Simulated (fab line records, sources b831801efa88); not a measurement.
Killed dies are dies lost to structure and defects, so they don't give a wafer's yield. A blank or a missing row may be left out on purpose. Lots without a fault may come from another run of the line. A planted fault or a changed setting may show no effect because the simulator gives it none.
Split-lot experiment | flow sky130 | 5 lots, 14 wafers read, on a route of 708 steps

THE SPLIT
At SKY_METAL2_METAL_ETCH_19 (etches the open film in Cl2/BCl3, stops on SiO2, target depth 360 nm, time 78 s), the setting icp_w was moved away from the recipe's 900 W on 7 of the 14 wafers read, by -11.4% to +9.0%. The other wafers ran this setting at the recipe's value.

The reading is taken at the split's own step.

THE READING
KrF-thick_of_METAL2_COAT_10.thk_nm (the simulator's own value, which no gauge read), in nm, at SKY_METAL2_METAL_ETCH_19 (etches the open film in Cl2/BCl3, stops on SiO2, target depth 360 nm, time 78 s). The file gives no usual value for it. The 7 wafers here that ran the recipe average 159.4 nm, standard deviation 4.2 nm.

wafer  | tool, chamber at the split | icp_w as run, W | against the recipe | KrF-thick_of_METAL2_COAT_10.thk_nm, nm | against lot-mates on the recipe
L074.2 | rie_metal-04, 0            | 900             | recipe             | 156.1                                  | -
L074.3 | rie_metal-04, 1            | 900             | recipe             | 165.3                                  | -
L074.4 | rie_metal-04, 0            | 900             | recipe             | 155.3                                  | -
L075.1 | rie_metal-01, 1            | 900             | recipe             | 161.5                                  | -
L075.3 | rie_metal-01, 1            | 980.4           | +8.9%              | 142.2                                  | -19.3
L080.1 | rie_metal-04, 1            | 900             | recipe             | 165.1                                  | -
L080.2 | rie_metal-04, 0            | 797.5           | -11.4%             | 182.8                                  | +17.7
L080.3 | rie_metal-04, 0            | 797.5           | -11.4%             | 182.1                                  | +17.0
L080.5 | rie_metal-04, 1            | 797.5           | -11.4%             | 187.1                                  | +22.0
L083.1 | rie_metal-04, 0            | 957.7           | +6.4%              | 145.7                                  | -12.0
L083.3 | rie_metal-04, 0            | 900             | recipe             | 157.7                                  | -
L083.5 | rie_metal-04, 1            | 957.7           | +6.4%              | 152.3                                  | -5.4
L085.3 | rie_metal-02, 1            | 900             | recipe             | 154.9                                  | -
L085.6 | rie_metal-02, 0            | 980.6           | +9.0%              | 135.4                                  | -19.5

THE FIT
A straight line over all 14 wafers: KrF-thick_of_METAL2_COAT_10.thk_nm changes by -2.12 nm for each +1% of icp_w; r = -0.97; the points scatter about the line by 4.1 nm.
The same after taking each lot's own level away (the mean of its wafers on the recipe; 14 wafers): -1.75 nm for each +1%; r = -0.97; scatter 3.4 nm.
On that fit, the largest move of icp_w shifts the reading by 20 nm.
The lots' own levels span 154.90 to 165.10 nm, that is 2.4 times the standard deviation above.
So the lot-to-lot level changes the slope: the two fits differ.
Check: with one of the wafers moved furthest among these (-11.4%) left out of the fit, the line predicts +20.2 nm for it against its lot-mates. It came out at +17.7 nm against them.

OTHER SPLITS ON THESE WAFERS
These wafers also went through other splits before the reading. Each is held against what the fit with the lots' levels taken away leaves over:
other split on the same wafers               | wafers away from the commonest value | r with KrF-thick_of_METAL2_COAT_10.thk_nm (lot level and that fit taken away)
SKY_SD_N_IMPLANT_09 energy_kev               | 5                                    | +0.40
SKY_LI_CONTACT_CMP_02 leave_above_ref_nm     | 7                                    | +0.11
SKY_LI_CONTACT_ETCH_15 bias_w                | 5                                    | +0.45
SKY_LOCAL_INTERCONNECT_COAT_06 resist_thk_nm | 4                                    | -0.11
SKY_LOCAL_INTERCONNECT_ETCH_13 time_s        | 5                                    | +0.36
SKY_METAL1_SPUTTER_00 time_s                 | 3                                    | -0.05
SKY_METAL1_COAT_09 resist_thk_nm             | 2                                    | +0.01
SKY_METAL1_ETCH_18 ion_energy_ev             | 2                                    | +0.15
SKY_VIA1_HDPCVD_00 sih4_flow_sccm            | 4                                    | +0.17
SKY_VIA1_SPUTTER_20 time_s                   | 5                                    | -0.34
SKY_METAL2_SPUTTER_04 time_s                 | 1                                    | +0.16

THE WHOLE CHAIN: every reading that the file lists as answering this split, in the file's order
step                     | what it does                                                                    | reading                                                                             | change (the file's fit)              | r (the file's)
SKY_METAL2_METAL_ETCH_19 | etches the open film in Cl2/BCl3, stops on SiO2, target depth 360 nm, time 78 s | KrF-thick_of_METAL2_COAT_10.thk_nm (the simulator's own value, which no gauge read) | -1.82 nm for each +1% of the setting | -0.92
SKY_METAL2_STRIP_20      | strips in O2/N2                                                                 | strip_time_to_endpoint_s                                                            | withheld for each +1% of the setting | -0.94

THE FILE'S OWN FIT
KrF-thick_of_METAL2_COAT_10.thk_nm changes by -1.82 nm for each +1% of icp_w, r = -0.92.
